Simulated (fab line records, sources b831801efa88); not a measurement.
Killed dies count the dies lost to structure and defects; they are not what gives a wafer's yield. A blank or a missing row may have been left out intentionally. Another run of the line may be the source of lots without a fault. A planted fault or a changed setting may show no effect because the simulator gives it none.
2 desks looking at one fault + flow gf180mcu + each desk has only its own numbers; what lay behind them comes last

FOR THE TOOL OWNER'S DESK: rie-diel-02
The tool's own readings at GF_V4_ETCH_17 (etches SiO2 in C4F8/O2/Ar, stops on TiN, target depth 630 nm): means of the sampled wafers that have a number, for each lot that ran on this tool. Marked OUT: a lot whose mean sits more than 4 standard deviations from the usual mean, which makes it out of limits; the brackets give that distance.
Columns: A = bias-w at GF_V4_ETCH_17, usual 1200 W; B = chamber-pressure-mTorr at GF_V4_ETCH_17, usual 40.00 mTorr; C = oes-product-au at GF_V4_ETCH_17, usual 0.856 a.u.
| lot  | first seen here | A              | B     | C     |
|------|-----------------|----------------|-------|-------|
| L439 | day 25 01:00    | 1200           | 39.96 | 0.858 |
| L442 | day 25 16:00    | 1199           | 40.00 | 0.852 |
| L444 | day 26 12:00    | 1203           | 40.02 | 0.858 |
| L452 | day 29 02:00    | 1276 (+21) OUT | 40.01 | 0.853 |
| L453 | day 29 14:00    | 1277 (+21) OUT | 40.00 | 0.858 |
| L455 | day 29 22:00    | 1279 (+22) OUT | 40.00 | 0.852 |
This desk finds L452, L453, L455 out of limits, L452 being first, at day 29 02:00 (bias-w at GF_V4_ETCH_17). Within limits: L439, L442, L444.

METROLOGY DESK
Lot by lot, what the gauges showed, no matter which tool ran the lot: averages of those sampled wafers that carry a number. Marked OUT: a lot whose mean sits more than 4 standard deviations from the usual mean, which makes it out of limits; the brackets give that distance.
Columns: A = cd-nm at GF_M5_CD_MEAS_07, usual 279.8 nm
| lot  | first seen here | A     |
|------|-----------------|-------|
| L437 | day 26 06:14    | 280.4 |
| L439 | day 26 22:49    | 279.5 |
| L442 | day 27 12:28    | 279.3 |
| L444 | day 28 06:13    | 279.0 |
| L452 | day 30 18:14    | 277.5 |
| L453 | day 31 04:37    | 282.1 |
| L454 | day 31 06:16    | 280.0 |
| L455 | day 31 11:40    | 279.4 |
| L456 | day 31 17:46    | 280.9 |
| L458 | day 32 20:23    | 281.7 |
| L459 | day 32 22:04    | 279.7 |
| L460 | day 33 07:32    | 280.4 |
This desk found nothing out of limits on any of the 12 lots.

TAKEN TOGETHER
The tool owner's desk had the chance to raise an alarm at day 29 02:00 on L452, L453, L455.
Metrology desk: nothing out of limits seen.
The metrology desk holds a record of L452, L453, L455, inside its limits.
GF_V4_ETCH_17 was run on rie-diel-02 by each of the lots named.

WHAT THE SIMULATOR HAD PUT IN
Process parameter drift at GF_V4_ETCH_17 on rie-diel-02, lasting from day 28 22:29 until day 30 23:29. A move of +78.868 in setting bias-w, from 1200. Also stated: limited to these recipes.
Shown lots that were struck: L452, L453, L455.
How many hours passed from the start of the fault until each desk's first out-of-limits reading: the tool owner's desk, 4.
